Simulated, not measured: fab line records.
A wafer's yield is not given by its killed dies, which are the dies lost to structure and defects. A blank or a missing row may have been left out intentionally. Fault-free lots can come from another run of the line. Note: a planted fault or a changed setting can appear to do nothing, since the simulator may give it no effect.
Chamber matching -- flow sky130 -- 4 sister chambers for SKY_FIELD_ISO_CMP_27 on cmp-01
The step polishes, stops on Si3N4, t overpolish 16 s, target thk 457.8 nm. 7 wafers are shown with their chamber, then 8 later ones without.

WAFERS PAIRED WITH THEIR CHAMBERS
wafer,chamber,motor_current_A (A),time_to_endpoint_s (s)
L454.3,1,10.6,111
L457.1,1,11.1,114
L459.4,3,11.9,114
L459.6,2,9.7,114
L462.2,3,11.7,115
L462.3,0,11.0,117
L462.5,2,9.9,113

WAFERS MISSING THEIR CHAMBER
wafer,motor_current_A (A),time_to_endpoint_s (s)
L466.2,11.5,115
L466.6,10.2,108
L473.1,9.4,111
L473.3,11.9,113
L473.5,9.4,112
L476.2,11.4,116
L476.4,12.1,116
L476.5,11.0,110

WHICH CHAMBER EACH ONE RAN IN
wafer,from the rows above,in truth
L466.2,can't be placed: 3 or 0 or 1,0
L466.6,can't be placed: 1 or 2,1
L473.1,2,2
L473.3,3,3
L473.5,2,2
L476.2,can't be placed: 0 or 3 or 1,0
L476.4,3,3
L476.5,1,1
Correctly placed: 5 of 8. Not placeable from these rows: 3 (in 3, the candidates include the true chamber). Wrongly placed: 0.
How it was worked out, from the rows above alone: a wafer's distance from a chamber is the root of the sum, over the readings, of the square of ((its reading less the chamber's mean) divided by the reading's scatter). The wafer belongs to the nearest chamber; if the next one is less than 2 further off, it can't be placed. For every chamber, the mean is computed from those of its wafers that are shown. The scatter is the square root of a quotient: the sum, over the shown wafers, of each reading's squared deviation from its chamber's mean, divided by wafers minus chambers.
